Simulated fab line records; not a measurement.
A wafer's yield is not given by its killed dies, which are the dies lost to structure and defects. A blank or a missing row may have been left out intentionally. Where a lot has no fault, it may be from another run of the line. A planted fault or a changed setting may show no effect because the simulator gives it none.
fab line records | flow sfqLine
[record] lots = 7 wafers = 21 lastDay = 80
route steps=325 shown M3@126 I3@133
lots untouched by any fault: they come from a run of this same line in which no faults occurred
startH: hours from the record's opening day to when the first of the lot's shown wafers began | waitH: how many hours have passed since the lot's step before this one | " unchanged from the row above | L1.1+2: a single row standing in for several wafers | - no value, or no start was given | * or withheld: withheld | < > ~ a bound
route shown NAME@n: a module of which the file shows steps, and the number in the route of the first | usual: average and standard deviation across the fault-free wafers | same: alike in all rows | chamber/n: place in a boat | sites: readings site by site | _std_site: their standard deviation | _edge_site: outer sites' mean less inner sites' | radiusMm: how far each site lies from the wafer's centre | mask NAME#n: copy n | behind: tool/chamber where the wafer was last shaped | hold: reason for holding the lot/hours on hold/outcome of the hold | device: the transistor (n, p or np) that didn't switch | end of line: the tests these same wafers got at the end of their route | where a step has no rows: the recipe by itself | killed: count of dies lost to structure and defects at first sort (not the wafer's yield) | map: shows each die of a wafer: x if killed, . if not, _ if none is there
set.NAME: setting as actually run; set.NAME@STEP: the setting as run at that earlier step | model.NAME: the simulator's own value behind a step, which no gauge read
lots at some steps of the route; a table a step, a row a wafer
services: when a tool's chamber went out of use (startH, in hours from the record's first day, below 0 if earlier), for how many hours, and the reason
[[steps]]
[step SFQ_TRILAYER_M3_LITHO_PEB_078]
[recipe] pebTempC = 115 pebTimeS = 60 resist = KrF
[step SFQ_TRILAYER_M3_LITHO_DEVELOP_077]
[recipe] timeS = 60 resist = KrF
[step SFQ_M3_OVL_MEAS_921]
[usual] M3_OVL = -1/4.1
// columns lot.wafer tool chamber startH waitH M3_OVL[nm]
L213.1 overlay-01 - 699.37 0.1 -4
L213.2 " - " " 0
L213.6 " - " " -1
L214.1 overlay-01 - 707.77 0.1 -2
L214.2 " - " " -3
L214.3 " - " " -2
L223.2 overlay-02 - 764.18 0.1 -5
L223.3 " - " " -5
L223.5 " - " " -7
L224.1 overlay-01 - 779.67 0.1 0
L224.4 " - " " 1
L224.6 " - " " 4
L225.1 overlay-01 - 786.87 0.1 2
L225.3 " - " " 1
L225.6 " - " " -1
L226.3 overlay-01 - 792.88 0.1 4
L226.4 " - " " 0
L226.5 " - " " 1
L227.1 overlay-02 - 796.47 0.1 0
L227.3 " - " " -1
L227.5 " - " " 3
[step SFQ_TRILAYER_M3_BARC_OPEN_METAL_ETCH_100]
[recipe] maskMaterial = PR chemistry = O2 targetDepthNm = 125 target = BARC icpW = 600 biasW = 80 pressureMtorr = 10 timeS = 41.7
[step SFQ_TRILAYER_M3_ETCH_METAL_ETCH_078]
[recipe] target = Nb stopOn = SiO2 maskMaterial = PR chemistry = Cl2/Ar targetDepthNm = 240 icpW = 600 biasW = 80 pressureMtorr = 10 timeS = 120
[step SFQ_TRILAYER_M3_STRIP_STRIP_079]
[recipe] gas = O2 powerW = 200 platenTempC = 40 overashFraction = 0.65 chemistry = O2 pressureMtorr = 50
[usual] drypumpMotorCurrentA = 5.19/0.16 oesProductAu = 1.007/0.012
// columns lot.wafer tool chamber startH waitH drypumpMotorCurrentA oesProductAu rfHoursCounterH
L213.1 rieMetal-01 1 699.59 0.1 5.14 1.017 65
L213.2 " 0 " " 5.08 0.990 94
L213.6 " 1 " " 5.16 1.024 -
L214.1 rieMetal-03 1 707.99 0.1 5.41 1.009 34
L214.2 " 0 " " 5.31 0.993 42
L214.3 " 0 " " 5.30 0.992 -
L223.2 rieMetal-01 0 764.39 0.1 5.09 1.002 107
L223.3 " 0 " " 5.08 1.010 -
L223.5 " 1 " " 5.14 1.028 -
L224.1 rieMetal-01 0 779.89 0.1 5.08 1.005 109
L224.4 " 0 " " 5.07 1.011 -
L224.6 " 0 " " 5.08 1.016 -
L225.1 rieMetal-01 0 787.09 0.1 5.08 0.999 111
L225.3 " 0 " " 5.08 1.016 -
L225.6 " 0 " " 5.08 1.010 -
L226.3 rieMetal-03 0 793.29 0.2 5.31 0.972 -
L226.4 " 1 " " 5.41 0.998 -
L226.5 " 1 " " 5.41 1.008 -
L227.1 rieMetal-04 1 796.69 0.1 4.84 0.992 93
L227.3 " 1 " " 4.83 0.995 -
L227.5 " 0 " " 5.05 1.013 -
[step SFQ_TRILAYER_M3_STRIP_SOLV_CLEAN_080]
[recipe] chemistry = NMP tempC = 70 timeS = 600
[step SFQ_TRILAYER_I3_DEP_PECVD_081]
[recipe] material = SiO2 tempC = 150 timeS = 111.11 pressureTorr = 2.4 rfW = 183.3 precursor = SiH4/N2O targetThkNm = 500
[usual] heaterPowerW = 85/15 throttleValvePct = 24.8/1.2
// columns lot.wafer tool chamber startH waitH heaterPowerW throttleValvePct
L213.1 pecvd-03 1 700.37 0.0 83 25.9
L213.2 " 0 " " 91 23.7
L213.6 " 2 " " 103 25.7
L214.1 pecvd-03 0 708.77 0.0 103 23.6
L214.2 " 1 " " 86 26.0
L214.3 " 2 " " 103 25.9
L223.2 pecvd-04 1 765.17 0.0 107 24.7
L223.3 " 2 " " 73 24.6
L223.5 " 0 " " 76 26.0
L224.1 pecvd-03 0 780.67 0.0 101 23.7
L224.4 " 0 " " 84 23.7
L224.6 " 2 " " 95 25.8
L225.1 pecvd-04 0 787.87 0.0 74 26.1
L225.3 " 1 " " 102 24.9
L225.6 " 0 " " 76 25.8
L226.3 pecvd-03 2 793.91 0.0 93 26.1
L226.4 " 1 " " 85 26.4
L226.5 " 1 " " 85 26.2
L227.1 pecvd-02 0 797.47 0.0 85 23.2
L227.3 " 2 " " 66 23.5
L227.5 " 2 " " 69 23.8
[step SFQ_TRILAYER_I3_CMP_CMP_082]
[recipe] material = SiO2 downForcePsi = 3 platenRpm = 60 padVelocityMS = 0.94248
[step SFQ_I3_BOW_MEAS_922]
[recipe] mode = bow
[usual] I3_BOW = 6/9.1
// columns lot.wafer tool chamber startH waitH I3_BOW[um]
L213.1 filmMetro-03 - 742.32 2.5 20
L213.2 " - " " 5
L213.6 " - " " 5
L214.1 filmMetro-02 - 758.57 2.5 2
L214.2 " - " " 10
L214.3 " - " " 4
L223.2 filmMetro-02 - 825.53 2.0 -10
L223.3 " - " " 3
L223.5 " - " " 8
L224.1 filmMetro-02 - 840.51 2.0 11
L224.4 " - " " -5
L224.6 " - " " 8
L225.1 filmMetro-02 - 849.15 1.5 14
L225.3 " - " " 10
L225.6 " - " " 3
L226.3 filmMetro-03 - 852.55 1.5 2
L226.4 " - " " -5
L226.5 " - " " -3
L227.1 filmMetro-03 - 855.51 1.5 -7
L227.3 " - " " 7
L227.5 " - " " 1
[step SFQ_TRILAYER_I3_METRO_MEASURE_083]
[usual] thkNm = 200.2/1.5
// columns lot.wafer tool chamber startH waitH thkNm
L213.1 filmMetro-03 - 742.44 0.1 202.8
L213.2 " - " " 199.6
L213.6 " - " " 202.1
L214.1 filmMetro-02 - 758.69 0.1 203.2
L214.2 " - " " 200.9
L214.3 " - " " 200.0
L223.2 filmMetro-02 - 825.83 0.3 202.1
L223.3 " - " " 200.6
L223.5 " - " " 202.0
L224.1 filmMetro-02 - 840.63 0.1 200.1
L224.4 " - " " 201.5
L224.6 " - " " 199.9
L225.1 filmMetro-02 - 849.27 0.1 199.8
L225.3 " - " " 200.9
L225.6 " - " " 197.6
L226.3 filmMetro-03 - 853.03 0.5 201.8
L226.4 " - " " 200.8
L226.5 " - " " 200.3
L227.1 filmMetro-03 - 855.63 0.1 200.6
L227.3 " - " " 202.2
L227.5 " - " " 202.0
[step SFQ_TRILAYER_I3_VIA_LITHO_COAT_090]
[recipe] resist = BARC spinRpm = 3000 resistThkNm = 62
[step SFQ_TRILAYER_I3_VIA_LITHO_COAT_085]
[recipe] resist = KrF spinRpm = 3000 resistThkNm = 650
// columns lot.wafer tool chamber startH waitH model.KrF_of_TRILAYER_I3_VIA_LITHO_COAT_085.thkNm
L213.1 lithoTrack-04 0 743.94 0.2 650.1
L213.2 " 0 " " 649.1
L213.6 " 0 " " 650.7
L214.1 lithoTrack-02 0 760.19 0.2 648.8
L214.2 " 0 " " 646.8
L214.3 " 0 " " 649.4
L223.2 lithoTrack-02 0 827.18 0.2 686
L223.3 " 0 " " 685.9
L223.5 " 0 " " 684.8
L224.1 lithoTrack-02 0 842.13 0.2 688.5
L224.4+6 " 0 " " 686.8
L225.1 lithoTrack-02 0 850.77 0.2 689.1
L225.3 " 0 " " 686.1
L225.6 " 0 " " 686.9
L226.3 lithoTrack-04 0 854.23 0.2 647.8
L226.4 " 0 " " 646.7
L226.5 " 0 " " 649.7
L227.1 lithoTrack-01 0 857.13 0.2 649.7
L227.3 " 0 " " 648.7
L227.5 " 0 " " 650.3
[step SFQ_TRILAYER_I3_VIA_LITHO_SOFTBAKE_089]
[recipe] tempC = withheld timeS = withheld resist = KrF
[step SFQ_TRILAYER_I3_VIA_LITHO_EXPOSE_086]
[recipe] maskId = I3 na = 0.6 sourceShape = conventional sigmaOuter = 0.65 targetCdNm = 500 doseMj = 21.3
[step SFQ_TRILAYER_I3_VIA_LITHO_PEB_088]
[recipe] pebTempC = 115 pebTimeS = 60 resist = KrF
[step SFQ_TRILAYER_I3_VIA_LITHO_DEVELOP_087]
[recipe] timeS = 60 resist = KrF
[step SFQ_I3_OVL_MEAS_923]
[usual] I3_OVL = -1/5.8
// columns lot.wafer tool chamber startH waitH I3_OVL[nm]
L213.1 overlay-01 - 820.47 0.1 3
L213.2 " - " " 3
L213.6 " - " " 0
L214.1 overlay-01 - 835.62 0.1 -5
L214.2 " - " " -13
L214.3 " - " " 0
L223.2 overlay-02 - 899.23 0.1 5
L223.3 " - " " 4
L223.5 " - " " 2
L224.1 overlay-01 - 914.82 0.1 -1
L224.4 " - " " -7
L224.6 " - " " -7
L225.1 overlay-02 - 922.02 0.1 -9
L225.3 " - " " -8
L225.6 " - " " -4
L226.3 overlay-02 - 925.63 0.1 0
L226.4 " - " " 0
L226.5 " - " " -4
L227.1 overlay-02 - 930.42 0.1 1
L227.3 " - " " -2
L227.5 " - " " -1
[step SFQ_TRILAYER_I3_VIA_BARC_OPEN_VIA_ETCH_121]
[recipe] maskMaterial = PR chemistry = O2 targetDepthNm = 125 target = BARC sourceW = 500 biasW = 80 pressureMtorr = 30 timeS = 41.7
[usual] drypumpMotorCurrentA = 5.7/0.43 oesProductAu = 0.686/0.0043
// columns lot.wafer tool chamber startH waitH drypumpMotorCurrentA oesProductAu rfHoursCounterH
L213.1 rieDiel-01 3 820.51 0.0 6.2 0.686 16
L213.2 " 0 " " 5.6 0.684 16
L213.6 " 0 " " 5.6 0.690 -
L214.1 rieDiel-04 1 835.66 0.0 6.6 0.689 1
L214.2 " 0 " " 5.7 0.682 4
L214.3 " 2 " " 6.0 0.690 18
L223.2 rieDiel-03 3 899.26 0.0 5.9 0.688 16
L223.3 " 2 " " 5.7 0.683 21
L223.5 " 0 " " 4.8 0.683 -
L224.1 rieDiel-04 1 914.86 0.0 6.6 0.683 2
L224.4 " 2 " " 6.0 0.688 20
L224.6 " 2 " " 6.0 0.692 -
L225.1 rieDiel-04 2 922.06 0.0 5.9 0.676 20
L225.3 " 3 " " 5.3 0.688 1
L225.6 " 2 " " 6.0 0.678 -
L226.3 rieDiel-01 0 925.66 0.0 5.6 0.682 18
L226.4 " 3 " " 6.2 0.686 17
L226.5 " 1 " " 5.8 0.684 -
L227.1 rieDiel-03 1 930.46 0.0 5.5 0.683 13
L227.3 " 2 " " 5.7 0.681 21
L227.5 " 1 " " 5.4 0.688 -
[step SFQ_TRILAYER_I3_VIA_ETCH_VIA_ETCH_088]
[recipe] target = SiO2 stopOn = Nb maskMaterial = PR taperDeg = 20 chemistry = CHF3 targetDepthNm = 260 sourceW = 500 biasW = 80 pressureMtorr = 30 timeS = withheld
[usual] drypumpMotorCurrentA = 5.7/0.44 oesProductAu = 0.855/0.0059
// columns lot.wafer tool chamber startH waitH drypumpMotorCurrentA oesProductAu model.KrF_of_TRILAYER_I3_VIA_LITHO_COAT_085.thkNm
L213.1 rieDiel-01 3 820.55 0.0 6.2 0.857 527
L213.2 " 0 " " 5.6 0.858 527.4
L213.6 " 0 " " 5.6 0.863 530
L214.1 rieDiel-04 1 835.70 0.0 6.6 0.863 526.7
L214.2 " 0 " " 5.7 0.861 525.6
L214.3 " 2 " " 6.0 0.853 529
L223.2 rieDiel-03 3 899.30 0.0 5.8 0.861 564
L223.3 " 2 " " 5.7 0.864 565.5
L223.5 " 0 " " 4.7 0.859 564.1
L224.1 rieDiel-04 1 914.90 0.0 6.6 0.860 567.2
L224.4 " 2 " " 6.0 0.864 564.4
L224.6 " 2 " " 6.0 0.859 564.1
L225.1 rieDiel-04 2 922.10 0.0 6.0 0.851 566.4
L225.3 " 3 " " 5.3 0.857 565.8
L225.6 " 2 " " 6.0 0.839 563.8
L226.3 rieDiel-01 0 925.70 0.0 5.6 0.855 528.5
L226.4 " 3 " " 6.2 0.861 526.9
L226.5 " 1 " " 5.8 0.855 525.9
L227.1 rieDiel-03 1 930.50 0.0 5.5 0.853 529.8
L227.3 " 2 " " 5.7 0.863 526.8
L227.5 " 1 " " 5.5 0.865 530.3
[step SFQ_TRILAYER_I3_VIA_STRIP_STRIP_089]
[recipe] gas = O2 powerW = 200 platenTempC = 40 overashFraction = 0.65 chemistry = O2 pressureMtorr = 50
[usual] drypumpMotorCurrentA = 5.5/0.35 oesProductAu = 1.002/0.013
// columns lot.wafer tool chamber startH waitH drypumpMotorCurrentA oesProductAu rfHoursCounterH
L213.1 rieMetal-01 0 820.66 - 5.1 1.004 116
L213.2 " 1 " " 5.2 1.036 88
L213.6 " 0 " " 5.1 0.997 -
L214.1 rieMetal-02 1 835.81 - 6.0 0.982 121
L214.2 " 0 " " 5.7 1.012 154
L214.3 " 1 " " 5.9 0.989 -
L223.2 rieMetal-03 0 899.41 - 5.3 0.991 72
L223.3 " 0 " " 5.3 0.987 -
L223.5 " 0 " " 5.3 0.990 -
L224.1 rieMetal-01 1 915.01 - 5.2 1.014 106
L224.4 " 1 " " 5.2 1.021 -
L224.6 " 0 " " 5.1 1.004 -
L225.1 rieMetal-01 1 922.21 - 5.2 1.017 107
L225.3 " 0 " " 5.1 1.003 -
L225.6 " 0 " " 5.1 0.994 -
L226.3 rieMetal-03 0 926.01 - 5.3 0.989 -
L226.4 " 1 " " 5.4 1.010 -
L226.5 " 1 " " 5.4 1.022 -
L227.1 rieMetal-01 0 930.61 - 5.1 0.987 137
L227.3 " 0 " " 5.1 0.985 -
L227.5 " 1 " " 5.2 1.019 -
[[services]]
// columns tool chamber startH hours kind
rieDiel-01 3 683.71 2.0 repair
filmMetro-02 - 695.13 0.7 pm
rieDiel-04 0 725.00 1.3 repair
rieDiel-03 0 726.48 13.0 repair
rieDiel-04 - 742.44 0.2 repair
rieDiel-03 - 744.54 15.6 pm
filmMetro-02 - 770.99 0.2 pm
pecvd-03 0 787.66 8.0 repair
filmMetro-02 - 819.55 0.8 pm
rieDiel-03 - 829.15 1.7 repair
rieMetal-03 - 837.32 15.6 pm
rieDiel-04 - 839.52 2.8 pm
filmMetro-02 - 843.33 2.5 pm
rieDiel-04 - 851.07 4.6 repair
rieMetal-03 - 866.77 14.6 pm
rieDiel-01 3 871.66 9.7 repair
rieDiel-03 - 873.87 0.5 repair
rieDiel-03 0 875.55 14.3 repair
filmMetro-02 - 881.53 0.9 pm
rieDiel-01 - 885.94 2.8 pm
rieDiel-04 3 904.73 4.6 repair
rieDiel-01 0 914.30 3.9 repair
rieDiel-03 1 917.63 6.1 repair
rieMetal-01 - 926.83 2.8 pm
[[key]]
firstSign none at tools or gauges
[modelEffect] step = SFQ_TRILAYER_I3_VIA_LITHO_COAT_085 value = KrF_of_TRILAYER_I3_VIA_LITHO_COAT_085.thkNm without = 650.1 struck = 686.8
[modelEffect] step = SFQ_TRILAYER_I3_VIA_ETCH_VIA_ETCH_088 value = KrF_of_TRILAYER_I3_VIA_LITHO_COAT_085.thkNm without = 528.4 struck = 565
metAt SFQ_TRILAYER_I3_VIA_LITHO_COAT_085
struckWafers L223.2,L223.3,L223.5,L224.1,L224.4,L224.6,L225.1,L225.3,L225.6
onsetBetween 760.19 827.18
alsoFits SFQ_TRILAYER_M3_STRIP_STRIP_079:rieMetal-01,SFQ_TRILAYER_I3_METRO_MEASURE_083:filmMetro-02
[fault] kind = processParameterDrift tool = lithoTrack-02 chamber = - onsetH = 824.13 steps = SFQ_TRILAYER_I3_VIA_LITHO_COAT_085 channel = resistThkNm offset = 36.662 shape = step endH = 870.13 actsIn = theseRecipesOnly stated = 650
